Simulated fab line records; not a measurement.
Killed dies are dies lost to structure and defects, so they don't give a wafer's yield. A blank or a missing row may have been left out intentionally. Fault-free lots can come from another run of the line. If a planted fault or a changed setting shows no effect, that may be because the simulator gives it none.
Split-lot trial :: flow sfq line :: 23 wafers read from 5 lots, route of 325 steps

== ON THE SPLIT ==
At SFQ_TRILAYER_M7_LITHO_COAT_177 (resist thk 600 nm), the setting spin rpm was moved away from the recipe's 3000 rpm on 4 of the 23 wafers read, by -6.4% to -5.2%. For the rest of the wafers, this setting stayed at what the recipe calls for.

Split to reading: the file shows no intervening step.

== THE READING ==
KrF_of_TRILAYER_M7_LITHO_COAT_177.thk nm (the simulator's own value, which no gauge read), in nm, at SFQ_TRILAYER_M7_BARC_OPEN_METAL_ETCH_229 (etches BARC in O2, target depth 125 nm, time 41.7 s). The file does not state a usual value for it. The 19 wafers here that ran the recipe average 522.1 nm, standard deviation 2.5 nm.

wafer: L074.2
tool, chamber at the split: litho track-01, 0
spin rpm as run, rpm: 3000
against the recipe: recipe
KrF_of_TRILAYER_M7_LITHO_COAT_177.thk nm, nm: 523.7
against lot-mates on the recipe: -

wafer: L074.3
tool, chamber at the split: litho track-01, 0
spin rpm as run, rpm: 3000
against the recipe: recipe
KrF_of_TRILAYER_M7_LITHO_COAT_177.thk nm, nm: 524.5
against lot-mates on the recipe: -

wafer: L074.4
tool, chamber at the split: litho track-01, 0
spin rpm as run, rpm: 3000
against the recipe: recipe
KrF_of_TRILAYER_M7_LITHO_COAT_177.thk nm, nm: 521.8
against lot-mates on the recipe: -

wafer: L074.5
tool, chamber at the split: litho track-01, 0
spin rpm as run, rpm: 3000
against the recipe: recipe
KrF_of_TRILAYER_M7_LITHO_COAT_177.thk nm, nm: 523.5
against lot-mates on the recipe: -

wafer: L074.6
tool, chamber at the split: litho track-01, 0
spin rpm as run, rpm: 3000
against the recipe: recipe
KrF_of_TRILAYER_M7_LITHO_COAT_177.thk nm, nm: 523.8
against lot-mates on the recipe: -

wafer: L079.1
tool, chamber at the split: litho track-04, 0
spin rpm as run, rpm: 3000
against the recipe: recipe
KrF_of_TRILAYER_M7_LITHO_COAT_177.thk nm, nm: 523.5
against lot-mates on the recipe: -

wafer: L079.3
tool, chamber at the split: litho track-04, 0
spin rpm as run, rpm: 3000
against the recipe: recipe
KrF_of_TRILAYER_M7_LITHO_COAT_177.thk nm, nm: 522.7
against lot-mates on the recipe: -

wafer: L079.6
tool, chamber at the split: litho track-04, 0
spin rpm as run, rpm: 3000
against the recipe: recipe
KrF_of_TRILAYER_M7_LITHO_COAT_177.thk nm, nm: 523.9
against lot-mates on the recipe: -

wafer: L081.1
tool, chamber at the split: litho track-04, 0
spin rpm as run, rpm: 2807
against the recipe: -6.4%
KrF_of_TRILAYER_M7_LITHO_COAT_177.thk nm, nm: 541.5
against lot-mates on the recipe: +24.7

wafer: L081.2
tool, chamber at the split: litho track-04, 0
spin rpm as run, rpm: 2807
against the recipe: -6.4%
KrF_of_TRILAYER_M7_LITHO_COAT_177.thk nm, nm: 540.6
against lot-mates on the recipe: +23.8

wafer: L081.3
tool, chamber at the split: litho track-04, 0
spin rpm as run, rpm: 3000
against the recipe: recipe
KrF_of_TRILAYER_M7_LITHO_COAT_177.thk nm, nm: 516.8
against lot-mates on the recipe: -

wafer: L081.4
tool, chamber at the split: litho track-04, 0
spin rpm as run, rpm: 3000
against the recipe: recipe
KrF_of_TRILAYER_M7_LITHO_COAT_177.thk nm, nm: 516.6
against lot-mates on the recipe: -

wafer: L081.6
tool, chamber at the split: litho track-04, 0
spin rpm as run, rpm: 3000
against the recipe: recipe
KrF_of_TRILAYER_M7_LITHO_COAT_177.thk nm, nm: 516.9
against lot-mates on the recipe: -

wafer: L084.1
tool, chamber at the split: litho track-01, 0
spin rpm as run, rpm: 3000
against the recipe: recipe
KrF_of_TRILAYER_M7_LITHO_COAT_177.thk nm, nm: 523.8
against lot-mates on the recipe: -

wafer: L084.3
tool, chamber at the split: litho track-01, 0
spin rpm as run, rpm: 3000
against the recipe: recipe
KrF_of_TRILAYER_M7_LITHO_COAT_177.thk nm, nm: 521.3
against lot-mates on the recipe: -

wafer: L084.4
tool, chamber at the split: litho track-01, 0
spin rpm as run, rpm: 3000
against the recipe: recipe
KrF_of_TRILAYER_M7_LITHO_COAT_177.thk nm, nm: 524.3
against lot-mates on the recipe: -

wafer: L084.5
tool, chamber at the split: litho track-01, 0
spin rpm as run, rpm: 3000
against the recipe: recipe
KrF_of_TRILAYER_M7_LITHO_COAT_177.thk nm, nm: 522.3
against lot-mates on the recipe: -

wafer: L084.6
tool, chamber at the split: litho track-01, 0
spin rpm as run, rpm: 3000
against the recipe: recipe
KrF_of_TRILAYER_M7_LITHO_COAT_177.thk nm, nm: 523.6
against lot-mates on the recipe: -

wafer: L085.2
tool, chamber at the split: litho track-02, 0
spin rpm as run, rpm: 2843
against the recipe: -5.2%
KrF_of_TRILAYER_M7_LITHO_COAT_177.thk nm, nm: 539.7
against lot-mates on the recipe: +17.6

wafer: L085.3
tool, chamber at the split: litho track-02, 0
spin rpm as run, rpm: 3000
against the recipe: recipe
KrF_of_TRILAYER_M7_LITHO_COAT_177.thk nm, nm: 522.2
against lot-mates on the recipe: -

wafer: L085.4
tool, chamber at the split: litho track-02, 0
spin rpm as run, rpm: 3000
against the recipe: recipe
KrF_of_TRILAYER_M7_LITHO_COAT_177.thk nm, nm: 522.8
against lot-mates on the recipe: -

wafer: L085.5
tool, chamber at the split: litho track-02, 0
spin rpm as run, rpm: 2843
against the recipe: -5.2%
KrF_of_TRILAYER_M7_LITHO_COAT_177.thk nm, nm: 539.2
against lot-mates on the recipe: +17.1

wafer: L085.6
tool, chamber at the split: litho track-02, 0
spin rpm as run, rpm: 3000
against the recipe: recipe
KrF_of_TRILAYER_M7_LITHO_COAT_177.thk nm, nm: 521.3
against lot-mates on the recipe: -

THE FIT
A straight line over all 23 wafers: KrF_of_TRILAYER_M7_LITHO_COAT_177.thk nm changes by -3.09 nm for each +1% of spin rpm; r = -0.95; the points scatter about the line by 2.4 nm.
The same after taking each lot's own level away (the mean of its wafers on the recipe; 23 wafers): -3.6 nm for each +1%; r = -0.99; scatter 0.96 nm.
The reading moves by 23 nm for the largest change in spin rpm, on that fit.
From 516.77 to 523.46 nm: that is the span of the lots' own levels, equal to 2.7 times the standard deviation above.
In other words, the slope is changed by the lot-to-lot level; the two fits disagree.
Check: for one of the wafers moved furthest among these (-6.4%), held out of the fit, the line's prediction against its lot-mates is +22.4 nm. Against them it came out at +24.7 nm.

== OTHER SPLITS ON THESE WAFERS ==
Other splits were also applied to these wafers ahead of the reading. Each is held against what the fit with the lots' levels taken away leaves over:
other split on the same wafers: SFQ_TRILAYER_R5_DEP_SPUTTER_133 power w
wafers away from the commonest value: 5
r with KrF_of_TRILAYER_M7_LITHO_COAT_177.thk nm (lot level and that fit taken away): +0.16

other split on the same wafers: SFQ_TRILAYER_R5_LITHO_PEB_139 peb time s
wafers away from the commonest value: 9
r with KrF_of_TRILAYER_M7_LITHO_COAT_177.thk nm (lot level and that fit taken away): +0.20

other split on the same wafers: SFQ_TRILAYER_I5_LITHO_COAT_144 spin rpm
wafers away from the commonest value: 9
r with KrF_of_TRILAYER_M7_LITHO_COAT_177.thk nm (lot level and that fit taken away): +0.04

other split on the same wafers: SFQ_TRILAYER_I5_ETCH_VIA_ETCH_147 bias w
wafers away from the commonest value: 8
r with KrF_of_TRILAYER_M7_LITHO_COAT_177.thk nm (lot level and that fit taken away): +0.24

other split on the same wafers: SFQ_TRILAYER_C5_BARC_OPEN_VIA_ETCH_210 bias w
wafers away from the commonest value: 7
r with KrF_of_TRILAYER_M7_LITHO_COAT_177.thk nm (lot level and that fit taken away): +0.52

other split on the same wafers: SFQ_TRILAYER_M6_DEP_SPUTTER_157 time s
wafers away from the commonest value: 5
r with KrF_of_TRILAYER_M7_LITHO_COAT_177.thk nm (lot level and that fit taken away): +0.07

other split on the same wafers: SFQ_TRILAYER_M6_LITHO_COAT_164 spin rpm
wafers away from the commonest value: 5
r with KrF_of_TRILAYER_M7_LITHO_COAT_177.thk nm (lot level and that fit taken away): -0.24

other split on the same wafers: SFQ_TRILAYER_I6_DEP_PECVD_165 time s
wafers away from the commonest value: 5
r with KrF_of_TRILAYER_M7_LITHO_COAT_177.thk nm (lot level and that fit taken away): -0.03

other split on the same wafers: SFQ_TRILAYER_I6_VIA_LITHO_PEB_172 peb temp c
wafers away from the commonest value: 7
r with KrF_of_TRILAYER_M7_LITHO_COAT_177.thk nm (lot level and that fit taken away): -0.03

== THE WHOLE CHAIN: every reading that the file lists as answering this split, in the file's order ==
step: SFQ_TRILAYER_M7_LITHO_COAT_177
what it does: resist thk 600 nm
reading: KrF_of_TRILAYER_M7_LITHO_COAT_177.thk nm (the simulator's own value, which no gauge read)
change (the file's fit): -3.48 nm for each +1% of the setting
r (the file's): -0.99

step: SFQ_TRILAYER_M7_BARC_OPEN_METAL_ETCH_229
what it does: etches BARC in O2, target depth 125 nm, time 41.7 s
reading: KrF_of_TRILAYER_M7_LITHO_COAT_177.thk nm (the simulator's own value, which no gauge read)
change (the file's fit): -3.59 nm for each +1% of the setting
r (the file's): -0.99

== THE FILE'S OWN FIT ==
KrF_of_TRILAYER_M7_LITHO_COAT_177.thk nm changes by -3.59 nm for each +1% of spin rpm, r = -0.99.
